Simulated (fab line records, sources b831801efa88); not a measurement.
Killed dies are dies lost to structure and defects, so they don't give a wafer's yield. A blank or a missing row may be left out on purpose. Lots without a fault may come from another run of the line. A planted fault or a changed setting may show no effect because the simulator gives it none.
fab line records | flow gf180mcu
record lots=5 wafers=15 last_day=34
route steps=602 shown NWELL@45 LVPWELL@54 MVSD@66
lots that met no fault: from a run of the same line without faults
start_h: hours from the record's first day to the start of the lot's first wafer shown | wait_h: hours since the lot's step before | " the same as in the row above | L1.1+2: a row that stands for several wafers | - no value, or no start given | * or withheld: withheld | < > ~ a bound
route shown NAME@n: a module of which the file shows steps, and the number in the route of the first | usual: mean/standard deviation of fault-free wafers | same: alike in all rows | chamber/n: place in a boat | sites: the reading at each site | _std_site: their standard deviation | _edge_site: outer sites' mean less inner sites' | radius_mm: how far each site lies from the wafer's centre | mask NAME#n: copy n | behind: the tool/chamber that last shaped the wafer | hold: why the lot was held/for how many hours/how that ended | device: the transistor (n, p or np) that didn't switch | end of line: the same wafers' tests at the end of the route | a step without rows: its recipe alone | killed: dies lost to structure and defects at the first sort, not the wafer's yield | map: a wafer's dies, x killed, . not, _ none there
set.NAME: the setting as run; set.NAME@STEP: as run at that earlier step | model.NAME: the simulator's own value behind a step, which no gauge read
lots at some steps of the route; a table a step, a row a wafer
services: from which hour (start_h, from the record's first day; less than 0 if before it) a tool's chamber was out of use, for how many hours, and why
## steps
# step GF_NWELL_SOFTBAKE_03
# recipe temp_c=110 time_s=withheld
# usual chill_plate_temp_C=23.01/0.11 exhaust_pa=44.8/0.96 heater_power_total_W=65.31/0.13 resist_line_temp_C=23.02/0.097
# columns lot.wafer tool chamber start_h wait_h chill_plate_temp_C exhaust_pa heater_power_total_W resist_line_temp_C
L075.1 litho_track-03 0 53.33 0.1 23.04 44.8 65.25 23.06
L075.2 " 0 " " 23.13 44.1 65.40 22.95
L075.3 " 0 " " 22.94 45.7 65.45 22.97
L077.3 litho_track-03 0 64.94 0.1 22.85 44.9 65.24 23.21
L077.5 " 0 " " 22.95 45.7 65.57 23.27
L077.6 " 0 " " 22.93 44.7 65.13 23.00
L082.1 litho_track-03 0 91.03 0.1 22.95 44.7 65.17 22.99
L082.4 " 0 " " 22.87 44.3 65.58 22.80
L082.6 " 0 " " 22.79 44.9 65.29 22.82
L085.1 litho_track-04 0 107.16 0.1 23.07 47.7 65.17 23.09
L085.2 " 0 " " 22.97 47.8 65.47 23.03
L085.4 " 0 " " 23.17 46.1 65.23 22.94
L096.1 litho_track-03 0 167.02 0.1 23.05 44.4 65.45 22.88
L096.2 " 0 " " 22.90 45.5 65.20 22.95
L096.5 " 0 " " 22.91 45.5 65.43 22.88
# step GF_NWELL_EXPOSE_04
# recipe mask_id=Nwell target_cd_nm=860 na=0.6 source_shape=conventional sigma_outer=0.6 dose_mj=260
# columns lot.wafer tool chamber start_h wait_h mask
L075.1+2+3 iline_stepper-01 0 - - Nwell#0
L077.3+5+6 iline_stepper-02 0 - - Nwell#0
L082.1+4+6 iline_stepper-01 0 - - Nwell#0
L085.1+2+4 iline_stepper-02 0 - - Nwell#0
L096.1+2+5 iline_stepper-02 0 - - Nwell#0
# step GF_NWELL_PEB_05
# recipe temp_c=115 time_s=withheld
# usual chill_plate_temp_C=22.99/0.11 exhaust_pa=45.1/0.93 heater_power_total_W=69.35/0.14 resist_line_temp_C=23.00/0.11
# columns lot.wafer tool chamber start_h wait_h chill_plate_temp_C exhaust_pa heater_power_total_W resist_line_temp_C
L075.1 litho_track-03 0 - - 23.09 44.9 69.24 22.94
L075.2 " 0 " " 23.01 46.0 69.49 22.90
L075.3 " 0 " " 23.09 45.3 69.19 22.93
L077.3 litho_track-04 0 - - 23.01 46.1 69.37 23.00
L077.5 " 0 " " 23.11 44.7 69.25 23.13
L077.6 " 0 " " 23.05 45.6 69.53 23.04
L082.1 litho_track-02 0 - - 23.08 44.9 69.31 23.16
L082.4 " 0 " " 23.17 44.6 69.31 23.11
L082.6 " 0 " " 23.19 46.3 69.28 22.88
L085.1 litho_track-03 0 - - 23.07 44.9 69.25 23.02
L085.2 " 0 " " 22.92 45.2 69.54 23.08
L085.4 " 0 " " 23.09 43.8 69.17 22.86
L096.1 litho_track-04 0 - - 22.82 44.0 69.25 23.10
L096.2 " 0 " " 22.92 44.9 69.09 23.09
L096.5 " 0 " " 22.91 46.3 69.25 22.99
# step GF_NWELL_DEVELOP_06
# recipe wall_angle_deg=90 develop_time_s=60 dev_temp_c=23
# usual chill_plate_temp_C=23.00/0.1 exhaust_pa=45.1/0.9 resist_line_temp_C=23.00/0.1
# columns lot.wafer tool chamber start_h wait_h chill_plate_temp_C exhaust_pa resist_line_temp_C
L075.1 litho_track-03 0 - - 22.87 47.2 23.08
L075.2 " 0 " " 22.93 46.1 23.04
L075.3 " 0 " " 22.93 46.2 23.23
L077.3 litho_track-04 0 - - 22.87 43.7 23.01
L077.5 " 0 " " 22.90 44.8 23.15
L077.6 " 0 " " 22.85 46.6 23.11
L082.1 litho_track-02 0 - - 23.04 44.7 23.04
L082.4 " 0 " " 23.12 44.9 22.92
L082.6 " 0 " " 23.16 45.5 22.96
L085.1 litho_track-03 0 - - 23.16 46.0 23.22
L085.2 " 0 " " 23.18 46.2 23.06
L085.4 " 0 " " 23.23 44.4 23.13
L096.1 litho_track-04 0 - - 23.05 45.0 22.95
L096.2 " 0 " " 23.05 44.8 23.02
L096.5 " 0 " " 22.98 46.0 23.09
# step GF_NWELL_OVL_MEAS_07
# usual NWELL_OVL=-1.8/1.4
# columns lot.wafer tool chamber start_h wait_h NWELL_OVL[nm]
L075.1 overlay-01 - 60.13 - -2.7
L075.2 " - " " -2.6
L075.3 " - " " -2.1
L077.3 overlay-01 - 71.42 - -3.3
L077.5 " - " " -1.1
L077.6 " - " " -1.9
L082.1 overlay-01 - 98.09 - -1.3
L082.4 " - " " -3.2
L082.6 " - " " -1.0
L085.1 overlay-01 - 114.43 - -3.1
L085.2 " - " " -2.2
L085.4 " - " " -1.2
L096.1 overlay-02 - 175.21 - -0.8
L096.2 " - " " -1.1
L096.5 " - " " -1.1
# step GF_NWELL_IMPLANT_08
# recipe species=P energy_kev=450 dose_cm2=1.5e+13 tilt_deg=0
# columns lot.wafer tool chamber start_h wait_h
L075.1+2+3 implanter-01 0 60.16 0.0
L077.3+5+6 implanter-04 0 71.50 0.1
L082.1+4+6 implanter-01 0 98.13 0.0
L085.1+2+4 implanter-04 0 114.46 0.0
L096.1+2+5 implanter-03 0 175.25 0.0
# step GF_NWELL_IMPLANT_09
# recipe species=P energy_kev=160 dose_cm2=4e+12 tilt_deg=0
# columns lot.wafer tool chamber start_h wait_h
L075.1+2+3 implanter-01 0 60.31 0.1
L077.3+5+6 implanter-04 0 71.65 0.1
L082.1+4+6 implanter-01 0 98.28 0.1
L085.1+2+4 implanter-04 0 114.61 0.1
L096.1+2+5 implanter-03 0 175.40 0.1
# step GF_NWELL_STRIP_10
# recipe chemistry=O2/N2 power_w=1400 pressure_mtorr=1500 platen_temp_c=250 o2_flow_sccm=3000 n2_flow_sccm=300 overash_fraction=0.5
# usual drypump_motor_current_A=5.5/0.32 heater_power_w=351/29 oes_product_au=0.723/0.0041 strip_time_to_endpoint_s=36.96/0.11
# columns lot.wafer tool chamber start_h wait_h drypump_motor_current_A heater_power_w oes_product_au rf_hours_counter_h strip_time_to_endpoint_s
L075.1 plasma_asher-01 1 60.46 0.1 5.4 311 0.724 26 37.07
L075.2 " 0 " " 5.4 358 0.713 26 37.04
L075.3 " 1 " " 5.4 309 0.724 - 37.02
L077.3 plasma_asher-01 0 71.78 0.1 5.4 349 0.716 - 37.05
L077.5 " 0 " " 5.4 354 0.725 - 37.09
L077.6 " 1 " " 5.4 302 0.717 - 37.05
L082.1 plasma_asher-01 0 98.43 0.1 5.3 367 0.725 30 37.01
L082.4 " 1 " " 5.4 315 0.714 - 37.15
L082.6 " 0 " " 5.4 357 0.728 - 37.04
L085.1 plasma_asher-02 1 114.76 0.1 5.6 358 0.725 49 37.00
L085.2 " 0 " " 6.0 341 0.721 49 37.07
L085.4 " 1 " " 5.6 366 0.723 - 36.97
L096.1 plasma_asher-03 1 175.55 0.1 5.9 362 0.728 7 36.91
L096.2 " 0 " " 5.1 392 0.725 7 36.94
L096.5 " 0 " " 5.0 387 0.727 - 37.07
# step GF_NWELL_TW_MEAS_11
# usual NWELL_TW=1570/17
# columns lot.wafer tool chamber start_h wait_h NWELL_TW
L075.1 film_metro-01 - 60.56 0.1 1566
L075.2 " - " " 1576
L075.3 " - " " 1574
L077.3 film_metro-01 - 71.87 0.1 1573
L077.5 " - " " 1577
L077.6 " - " " 1573
L082.1 film_metro-04 - 98.53 0.1 1562
L082.4 " - " " 1559
L082.6 " - " " 1560
L085.1 film_metro-04 - 114.86 0.1 1551
L085.2 " - " " 1552
L085.4 " - " " 1550
L096.1 film_metro-01 - 175.65 0.1 1589
L096.2 " - " " 1587
L096.5 " - " " 1576
# step GF_LVPWELL_DEHYDRATE_00
# recipe temp_c=200 time_s=57.84
# usual chill_plate_temp_C=23.00/0.11 exhaust_pa=45.1/0.98 heater_power_total_W=162.31/0.13 resist_line_temp_C=23.00/0.13
# columns lot.wafer tool chamber start_h wait_h chill_plate_temp_C exhaust_pa heater_power_total_W resist_line_temp_C
L075.1 litho_track-02 0 66.49 5.9 22.72 45.7 162.31 22.83
L075.2 " 0 " " 22.93 46.1 162.28 22.85
L075.3 " 0 " " 22.83 45.5 162.27 22.99
L077.3 litho_track-01 0 78.40 6.5 22.86 45.8 162.29 22.91
L077.5 " 0 " " 22.97 45.5 162.38 22.93
L077.6 " 0 " " 23.03 45.0 162.25 23.02
L082.1 litho_track-03 0 104.38 5.8 22.99 43.4 162.31 22.90
L082.4 " 0 " " 23.07 43.5 162.54 23.02
L082.6 " 0 " " 23.08 45.0 162.60 23.03
L085.1 litho_track-03 0 121.68 6.8 23.06 43.9 162.22 22.94
L085.2 " 0 " " 22.99 44.3 162.26 22.74
L085.4 " 0 " " 23.08 45.1 162.52 22.79
L096.1 litho_track-02 0 183.34 7.7 23.18 44.2 162.48 22.96
L096.2 " 0 " " 23.24 45.3 162.21 23.05
L096.5 " 0 " " 23.23 43.9 162.16 23.02
# step GF_LVPWELL_HMDS_01
# recipe prime_time_s=60 prime_temp_c=120
# usual chill_plate_temp_C=23.00/0.095 exhaust_pa=44.8/0.88 resist_line_temp_C=22.99/0.11
# columns lot.wafer tool chamber start_h wait_h chill_plate_temp_C exhaust_pa resist_line_temp_C
L075.1 litho_track-02 0 66.64 0.1 22.94 45.8 23.03
L075.2 " 0 " " 22.94 44.4 23.05
L075.3 " 0 " " 23.05 45.3 23.04
L077.3 litho_track-01 0 78.55 0.1 22.96 46.0 23.07
L077.5 " 0 " " 23.06 45.8 23.12
L077.6 " 0 " " 23.01 44.8 22.88
L082.1 litho_track-03 0 104.53 0.1 22.97 44.9 22.90
L082.4 " 0 " " 22.82 44.0 23.01
L082.6 " 0 " " 22.93 45.4 22.96
L085.1 litho_track-03 0 121.83 0.1 23.02 45.2 23.03
L085.2 " 0 " " 22.99 44.4 23.10
L085.4 " 0 " " 23.04 43.1 22.89
L096.1 litho_track-02 0 183.49 0.1 22.99 44.1 22.97
L096.2 " 0 " " 23.15 45.1 22.90
L096.5 " 0 " " 23.09 44.9 22.91
# step GF_LVPWELL_COAT_02
# recipe spin_rpm=2000 resist_thk_nm=3000
# usual chill_plate_temp_C=23.00/0.1 exhaust_pa=44.9/0.93 resist_line_temp_C=23.01/0.097
# columns lot.wafer tool chamber start_h wait_h chill_plate_temp_C exhaust_pa resist_line_temp_C
L075.1 litho_track-02 0 66.79 0.1 22.97 45.6 23.07
L075.2 " 0 " " 23.00 45.4 23.04
L075.3 " 0 " " 22.93 44.8 23.01
L077.3 litho_track-01 0 78.70 0.1 22.89 43.9 23.08
L077.5 " 0 " " 23.13 44.7 22.97
L077.6 " 0 " " 22.91 43.2 22.88
L082.1 litho_track-03 0 104.68 0.1 22.98 45.8 22.89
L082.4 " 0 " " 23.01 45.8 23.07
L082.6 " 0 " " 22.77 44.0 23.02
L085.1 litho_track-03 0 121.98 0.1 22.99 45.7 22.95
L085.2 " 0 " " 22.93 45.8 23.10
L085.4 " 0 " " 23.02 47.2 22.98
L096.1 litho_track-02 0 183.64 0.1 22.98 44.6 22.92
L096.2 " 0 " " 22.88 45.7 22.96
L096.5 " 0 " " 23.01 45.5 22.97
# step GF_LVPWELL_SOFTBAKE_03
# recipe temp_c=110 time_s=withheld
# usual chill_plate_temp_C=23.00/0.095 exhaust_pa=44.7/0.79 heater_power_total_W=65.31/0.14 resist_line_temp_C=23.01/0.11
# columns lot.wafer tool chamber start_h wait_h chill_plate_temp_C exhaust_pa heater_power_total_W resist_line_temp_C
L075.1 litho_track-02 0 66.94 0.1 23.07 44.8 65.16 23.00
L075.2 " 0 " " 23.06 44.0 65.18 22.85
L075.3 " 0 " " 22.90 44.9 65.47 23.01
L077.3 litho_track-01 0 78.86 0.1 22.91 44.3 65.46 22.85
L077.5 " 0 " " 22.95 44.9 65.47 23.10
L077.6 " 0 " " 22.97 45.9 65.22 23.08
L082.1 litho_track-03 0 104.83 0.1 22.97 44.3 65.27 23.27
L082.4 " 0 " " 22.96 45.3 65.16 23.15
L082.6 " 0 " " 22.95 44.4 65.08 23.07
L085.1 litho_track-03 0 122.13 0.1 22.92 46.3 65.24 22.91
L085.2 " 0 " " 22.94 45.4 65.05 23.06
L085.4 " 0 " " 23.02 45.7 65.56 23.17
L096.1 litho_track-02 0 183.79 0.1 22.83 44.1 65.17 22.89
L096.2 " 0 " " 22.91 45.1 65.11 23.09
L096.5 " 0 " " 23.13 44.6 65.12 22.89
# step GF_LVPWELL_EXPOSE_04
# recipe mask_id=LVPWELL target_cd_nm=600 na=0.6 source_shape=conventional sigma_outer=0.6 dose_mj=260
# columns lot.wafer tool chamber start_h wait_h mask
L075.1+2+3 iline_stepper-01 0 - - LVPWELL#0
L077.3+5+6 iline_stepper-02 0 - - LVPWELL#0
L082.1+4+6 iline_stepper-01 0 - - LVPWELL#0
L085.1+2+4 iline_stepper-02 0 - - LVPWELL#0
L096.1+2+5 iline_stepper-02 0 - - LVPWELL#0
# step GF_LVPWELL_PEB_05
# recipe temp_c=115 time_s=withheld
# usual chill_plate_temp_C=23.01/0.11 exhaust_pa=45.0/0.91 heater_power_total_W=69.33/0.13 resist_line_temp_C=23.01/0.098
# columns lot.wafer tool chamber start_h wait_h chill_plate_temp_C exhaust_pa heater_power_total_W resist_line_temp_C
L075.1 litho_track-02 0 - - 22.94 46.1 69.11 22.98
L075.2 " 0 " " 22.99 45.0 69.37 22.80
L075.3 " 0 " " 22.97 47.3 69.29 23.11
L077.3 litho_track-02 0 - - 23.08 44.1 69.37 22.88
L077.5 " 0 " " 23.01 44.0 69.29 22.82
L077.6 " 0 " " 23.09 44.7 69.18 22.86
L082.1 litho_track-02 0 - - 23.05 45.2 69.41 23.04
L082.4 " 0 " " 22.92 44.0 69.26 22.99
L082.6 " 0 " " 22.77 45.9 69.21 22.99
L085.1 litho_track-02 0 - - 23.05 43.9 69.32 23.24
L085.2 " 0 " " 23.10 47.1 69.28 23.14
L085.4 " 0 " " 23.16 44.9 69.49 22.97
L096.1 litho_track-03 0 - - 23.17 44.7 69.20 23.08
L096.2 " 0 " " 22.96 45.2 69.22 23.10
L096.5 " 0 " " 22.97 43.5 69.48 22.99
# step GF_LVPWELL_DEVELOP_06
# recipe wall_angle_deg=90 develop_time_s=60 dev_temp_c=23
# usual chill_plate_temp_C=23.01/0.095 exhaust_pa=45.1/0.85 resist_line_temp_C=22.99/0.12
# columns lot.wafer tool chamber start_h wait_h chill_plate_temp_C exhaust_pa resist_line_temp_C
L075.1 litho_track-02 0 - - 23.11 45.7 23.06
L075.2 " 0 " " 23.25 46.4 23.17
L075.3 " 0 " " 23.09 46.9 23.16
L077.3 litho_track-02 0 - - 22.97 45.5 23.08
L077.5 " 0 " " 23.01 46.0 23.02
L077.6 " 0 " " 22.93 46.8 22.93
L082.1 litho_track-02 0 - - 22.90 44.8 22.80
L082.4 " 0 " " 22.98 45.3 22.85
L082.6 " 0 " " 22.92 44.1 22.72
L085.1 litho_track-02 0 - - 22.97 46.0 22.98
L085.2 " 0 " " 23.15 46.4 23.21
L085.4 " 0 " " 23.05 45.0 22.96
L096.1 litho_track-03 0 - - 22.91 45.0 22.95
L096.2 " 0 " " 22.89 45.7 23.13
L096.5 " 0 " " 23.02 45.4 22.89
# step GF_LVPWELL_OVL_MEAS_07
# usual LVPWELL_OVL=-0.7/1.4
# columns lot.wafer tool chamber start_h wait_h LVPWELL_OVL[nm]
L075.1 overlay-01 - 73.54 - -1.9
L075.2 " - " " -0.8
L075.3 " - " " -2.8
L077.3 overlay-02 - 85.60 - -0.6
L077.5 " - " " 0.0
L077.6 " - " " 1.1
L082.1 overlay-02 - 112.34 - -2.3
L082.4 " - " " -2.6
L082.6 " - " " -1.8
L085.1 overlay-01 - 129.44 - 0.0
L085.2 " - " " -0.3
L085.4 " - " " -0.3
L096.1 overlay-02 - 191.37 - -0.6
L096.2 " - " " -0.9
L096.5 " - " " -1.0
# step GF_LVPWELL_IMPLANT_08
# recipe species=B energy_kev=170 dose_cm2=1.5e+13 tilt_deg=0
# columns lot.wafer tool chamber start_h wait_h
L075.1+2+3 implanter-03 0 73.58 0.0
L077.3+5+6 implanter-02 0 85.68 0.1
L082.1+4+6 implanter-03 0 112.38 0.0
L085.1+2+4 implanter-03 0 129.48 0.0
L096.1+2+5 implanter-04 0 191.41 0.0
# step GF_LVPWELL_IMPLANT_09
# recipe species=B energy_kev=60 dose_cm2=5e+12 tilt_deg=0
# columns lot.wafer tool chamber start_h wait_h
L075.1+2+3 implanter-03 0 73.73 0.1
L077.3+5+6 implanter-02 0 85.83 0.1
L082.1+4+6 implanter-03 0 112.53 0.1
L085.1+2+4 implanter-03 0 129.63 0.1
L096.1+2+5 implanter-04 0 191.56 0.1
# step GF_LVPWELL_STRIP_10
# recipe chemistry=O2/N2 power_w=1400 pressure_mtorr=1500 platen_temp_c=250 o2_flow_sccm=3000 n2_flow_sccm=300 overash_fraction=0.5
# usual drypump_motor_current_A=5.6/0.39 heater_power_w=356/30 oes_product_au=0.722/0.0047 strip_time_to_endpoint_s=36.97/0.11
# columns lot.wafer tool chamber start_h wait_h drypump_motor_current_A heater_power_w oes_product_au rf_hours_counter_h strip_time_to_endpoint_s
L075.1 plasma_asher-04 0 73.88 0.1 6.0 338 0.722 41 36.99
L075.2 " 1 " " 6.1 337 0.720 41 36.84
L075.3 " 0 " " 5.9 342 0.724 - 37.00
L077.3 plasma_asher-01 1 85.96 0.1 5.4 317 0.716 - 37.05
L077.5 " 0 " " 5.4 360 0.718 - 36.98
L077.6 " 1 " " 5.4 308 0.718 - 37.02
L082.1 plasma_asher-04 0 112.68 0.1 6.0 334 0.728 45 37.07
L082.4 " 0 " " 5.9 344 0.723 - 36.99
L082.6 " 0 " " 6.0 341 0.726 - 37.02
L085.1 plasma_asher-03 0 129.78 0.1 5.1 410 0.718 1 37.16
L085.2 " 1 " " 5.9 352 0.726 1 37.09
L085.4 " 0 " " 5.1 402 0.709 - 37.16
L096.1 plasma_asher-03 0 191.71 0.1 5.1 399 0.723 8 36.85
L096.2 " 1 " " 5.9 369 0.724 8 37.04
L096.5 " 1 " " 5.9 369 0.719 - 37.07
# step GF_LVPWELL_TW_MEAS_11
# usual LVPWELL_TW=557/6.6
# columns lot.wafer tool chamber start_h wait_h LVPWELL_TW
L075.1 film_metro-01 - 73.98 0.1 561
L075.2 " - " " 561
L075.3 " - " " 562
L077.3 film_metro-02 - 86.05 0.1 568
L077.5 " - " " 565
L077.6 " - " " 569
L082.1 film_metro-01 - 112.78 0.1 561
L082.4 " - " " 559
L082.6 " - " " 563
L085.1 film_metro-04 - 129.88 0.1 551
L085.2 " - " " 550
L085.4 " - " " 551
L096.1 film_metro-01 - 191.81 0.1 558
L096.2 " - " " 560
L096.5 " - " " 560
# step GF_MVSD_DEHYDRATE_00
# recipe temp_c=200 time_s=60
# usual chill_plate_temp_C=23.00/0.1 exhaust_pa=44.7/0.93 heater_power_total_W=160.36/0.13 resist_line_temp_C=23.01/0.12
# columns lot.wafer tool chamber start_h wait_h chill_plate_temp_C exhaust_pa heater_power_total_W resist_line_temp_C
L075.1 litho_track-01 0 80.00 6.0 22.90 46.0 160.19 22.95
L075.2 " 0 " " 23.11 46.0 160.28 23.04
L075.3 " 0 " " 22.90 44.5 160.36 22.93
L077.3 litho_track-02 0 92.04 6.0 23.04 43.8 160.38 23.34
L077.5 " 0 " " 23.12 43.2 160.26 23.16
L077.6 " 0 " " 23.03 44.3 160.16 23.16
L082.1 litho_track-01 0 119.05 6.3 23.09 42.1 160.23 22.93
L082.4 " 0 " " 23.06 43.4 160.49 22.90
L082.6 " 0 " " 23.16 43.6 160.22 22.95
L085.1 litho_track-04 0 136.16 6.3 22.98 43.6 160.39 22.86
L085.2 " 0 " " 23.02 43.9 160.26 23.07
L085.4 " 0 " " 22.99 44.5 160.38 23.04
L096.1 litho_track-02 0 199.94 8.1 22.93 45.7 160.45 22.93
L096.2 " 0 " " 22.93 45.4 160.33 23.00
L096.5 " 0 " " 22.96 45.7 160.34 22.86
# step GF_MVSD_HMDS_01
# recipe prime_time_s=60 prime_temp_c=120
# usual chill_plate_temp_C=23.01/0.098 exhaust_pa=45.0/0.88 resist_line_temp_C=22.98/0.1
# columns lot.wafer tool chamber start_h wait_h chill_plate_temp_C exhaust_pa resist_line_temp_C
L075.1 litho_track-01 0 80.15 0.1 23.03 45.5 22.91
L075.2 " 0 " " 22.99 44.5 23.06
L075.3 " 0 " " 22.98 45.5 22.91
L077.3 litho_track-02 0 92.19 0.1 22.98 44.8 22.95
L077.5 " 0 " " 22.99 45.1 23.24
L077.6 " 0 " " 22.89 44.6 23.13
L082.1 litho_track-01 0 119.20 0.1 22.97 43.9 22.84
L082.4 " 0 " " 23.01 44.6 23.00
L082.6 " 0 " " 23.12 45.2 22.93
L085.1 litho_track-04 0 136.31 0.1 22.91 44.0 22.85
L085.2 " 0 " " 22.94 43.6 22.92
L085.4 " 0 " " 23.04 44.0 22.82
L096.1 litho_track-02 0 200.09 0.1 23.28 44.1 22.93
L096.2 " 0 " " 23.12 44.6 23.04
L096.5 " 0 " " 23.05 45.7 23.01
# step GF_MVSD_COAT_02
# recipe spin_rpm=2000 resist_thk_nm=3000
# usual chill_plate_temp_C=22.99/0.11 exhaust_pa=45.0/0.96 resist_line_temp_C=22.98/0.11
# columns lot.wafer tool chamber start_h wait_h chill_plate_temp_C exhaust_pa resist_line_temp_C
L075.1 litho_track-01 0 80.30 0.1 22.79 45.6 22.95
L075.2 " 0 " " 22.87 45.0 23.00
L075.3 " 0 " " 22.88 44.8 23.06
L077.3 litho_track-02 0 92.34 0.1 22.93 44.3 22.97
L077.5 " 0 " " 22.88 45.6 22.79
L077.6 " 0 " " 22.84 46.5 23.07
L082.1 litho_track-01 0 119.35 0.1 23.08 45.3 23.05
L082.4 " 0 " " 22.95 46.2 23.02
L082.6 " 0 " " 22.95 44.5 22.99
L085.1 litho_track-04 0 136.46 0.1 22.95 46.4 23.08
L085.2 " 0 " " 22.81 45.9 23.11
L085.4 " 0 " " 22.88 45.8 22.95
L096.1 litho_track-02 0 200.24 0.1 23.10 46.4 22.82
L096.2 " 0 " " 23.20 45.3 23.05
L096.5 " 0 " " 23.07 44.8 23.14
# step GF_MVSD_SOFTBAKE_03
# recipe temp_c=110 time_s=withheld
# usual chill_plate_temp_C=23.00/0.1 exhaust_pa=45.1/0.91 heater_power_total_W=65.32/0.14 resist_line_temp_C=22.99/0.081
# columns lot.wafer tool chamber start_h wait_h chill_plate_temp_C exhaust_pa heater_power_total_W resist_line_temp_C
L075.1 litho_track-01 0 80.45 0.1 23.04 45.5 65.26 22.94
L075.2 " 0 " " 23.06 45.0 65.22 23.07
L075.3 " 0 " " 23.02 45.8 65.27 23.10
L077.3 litho_track-02 0 92.51 0.1 22.96 46.0 65.16 22.99
L077.5 " 0 " " 23.06 45.1 65.30 22.90
L077.6 " 0 " " 23.06 46.8 65.23 22.97
L082.1 litho_track-01 0 119.50 0.1 23.04 46.3 65.39 22.95
L082.4 " 0 " " 23.00 43.9 65.19 23.00
L082.6 " 0 " " 22.86 45.1 65.24 23.16
L085.1 litho_track-04 0 136.61 0.1 23.13 44.7 65.26 22.98
L085.2 " 0 " " 22.86 45.1 65.39 23.07
L085.4 " 0 " " 23.17 44.3 65.46 22.99
L096.1 litho_track-02 0 200.39 0.1 22.93 44.4 65.51 23.00
L096.2 " 0 " " 22.94 45.3 65.31 22.97
L096.5 " 0 " " 22.91 45.2 65.39 23.03
# step GF_MVSD_EXPOSE_04
# recipe mask_id=MVSD target_cd_nm=1000 na=0.6 source_shape=conventional sigma_outer=0.6 dose_mj=260
# columns lot.wafer tool chamber start_h wait_h mask
L075.1+2+3 iline_stepper-01 0 - - MVSD#0
L077.3+5+6 iline_stepper-01 0 - - MVSD#0
L082.1+4+6 iline_stepper-02 0 - - MVSD#0
L085.1+2+4 iline_stepper-02 0 - - MVSD#0
L096.1+2+5 iline_stepper-01 0 - - MVSD#0
# step GF_MVSD_PEB_05
# recipe temp_c=115 time_s=withheld
# usual chill_plate_temp_C=23.00/0.11 exhaust_pa=45.1/0.92 heater_power_total_W=69.33/0.13 resist_line_temp_C=23.00/0.11
# columns lot.wafer tool chamber start_h wait_h chill_plate_temp_C exhaust_pa heater_power_total_W resist_line_temp_C
L075.1 litho_track-02 0 - - 23.08 44.6 69.23 22.93
L075.2 " 0 " " 23.00 46.4 69.48 22.99
L075.3 " 0 " " 23.00 45.1 69.32 22.96
L077.3 litho_track-02 0 - - 22.87 47.1 69.52 23.15
L077.5 " 0 " " 22.99 44.6 69.34 23.25
L077.6 " 0 " " 22.81 45.5 69.56 23.15
L082.1 litho_track-02 0 - - 22.82 45.0 69.16 22.90
L082.4 " 0 " " 22.88 44.6 69.54 22.80
L082.6 " 0 " " 22.82 45.8 69.10 22.94
L085.1 litho_track-02 0 - - 23.12 44.4 69.22 22.92
L085.2 " 0 " " 22.95 45.2 69.46 22.90
L085.4 " 0 " " 23.01 44.0 69.37 22.91
L096.1 litho_track-01 0 - - 22.98 46.3 69.52 23.03
L096.2 " 0 " " 23.24 44.8 69.45 23.06
L096.5 " 0 " " 23.00 46.0 69.37 22.86
# step GF_MVSD_DEVELOP_06
# recipe wall_angle_deg=90 develop_time_s=60 dev_temp_c=23
# usual chill_plate_temp_C=23.02/0.11 exhaust_pa=45.0/1 resist_line_temp_C=23.03/0.1
# columns lot.wafer tool chamber start_h wait_h chill_plate_temp_C exhaust_pa resist_line_temp_C
L075.1 litho_track-02 0 - - 22.91 46.4 23.09
L075.2 " 0 " " 22.98 44.7 23.04
L075.3 " 0 " " 22.96 46.0 23.11
L077.3 litho_track-02 0 - - 23.16 44.5 23.05
L077.5 " 0 " " 23.08 43.1 22.99
L077.6 " 0 " " 23.00 44.5 23.00
L082.1 litho_track-02 0 - - 22.91 45.5 23.06
L082.4 " 0 " " 22.81 45.1 22.82
L082.6 " 0 " " 22.96 45.0 23.06
L085.1 litho_track-02 0 - - 22.97 45.6 22.92
L085.2 " 0 " " 23.10 44.4 23.00
L085.4 " 0 " " 23.08 44.7 23.04
L096.1 litho_track-01 0 - - 23.05 44.0 22.94
L096.2 " 0 " " 22.95 44.3 22.87
L096.5 " 0 " " 23.12 45.0 22.93
# step GF_MVSD_OVL_MEAS_07
# usual MVSD_OVL=-0.2/1.2
# columns lot.wafer tool chamber start_h wait_h MVSD_OVL[nm]
L075.1 overlay-01 - 87.19 - -1.1
L075.2 " - " " -0.4
L075.3 " - " " -0.5
L077.3 overlay-02 - 99.10 - -1.1
L077.5 " - " " -2.0
L077.6 " - " " -1.0
L082.1 overlay-01 - 127.44 - 0.0
L082.4 " - " " -1.3
L082.6 " - " " -0.8
L085.1 overlay-01 - 144.34 - -1.2
L085.2 " - " " 0.0
L085.4 " - " " -0.6
L096.1 overlay-02 - 208.79 - 0.9
L096.2 " - " " 1.0
L096.5 " - " " 0.8
# step GF_MVSD_IMPLANT_08
# recipe species=P energy_kev=400 dose_cm2=1.6e+13 tilt_deg=0
# columns lot.wafer tool chamber start_h wait_h
L075.1+2+3 implanter-03 0 87.23 0.0
L077.3+5+6 implanter-03 0 99.18 0.1
L082.1+4+6 implanter-02 0 127.48 0.0
L085.1+2+4 implanter-02 0 144.37 0.0
L096.1+2+5 implanter-02 0 208.83 0.0
# step GF_MVSD_IMPLANT_09
# recipe species=P energy_kev=100 dose_cm2=5e+12 tilt_deg=0
# columns lot.wafer tool chamber start_h wait_h
L075.1+2+3 implanter-03 0 87.38 0.1
L077.3+5+6 implanter-03 0 99.33 0.1
L082.1+4+6 implanter-02 0 130.68 3.2
L085.1+2+4 implanter-02 0 144.52 0.1
L096.1+2+5 implanter-02 0 208.98 0.1
## services
# columns tool chamber start_h hours kind
plasma_asher-01 - 35.27 1.4 repair
iline_stepper-02 - 40.28 2.1 pm
iline_stepper-02 - 42.36 - consumable_replace:lamp
plasma_asher-02 - 47.71 1.2 repair
iline_stepper-02 - 52.10 1.7 pm
implanter-03 - 52.89 9.5 pm
implanter-03 - 62.39 3.6 pm
iline_stepper-01 - 87.13 1.7 pm
implanter-03 - 104.01 5.0 pm
iline_stepper-02 - 104.83 2.2 repair
plasma_asher-03 - 108.75 9.0 pm
plasma_asher-03 0 108.75 9.0 vent_cycle
plasma_asher-03 1 108.75 9.0 vent_cycle
iline_stepper-02 - 113.67 4.4 pm
plasma_asher-03 0 117.75 - clean
plasma_asher-03 1 117.75 - clean
implanter-03 - 122.27 0.9 repair
plasma_asher-02 - 127.02 15.6 pm
implanter-01 - 135.57 0.7 repair
plasma_asher-04 - 153.83 9.7 repair
plasma_asher-04 - 163.56 2.4 repair
plasma_asher-04 - 169.42 2.8 pm
## key
fault none
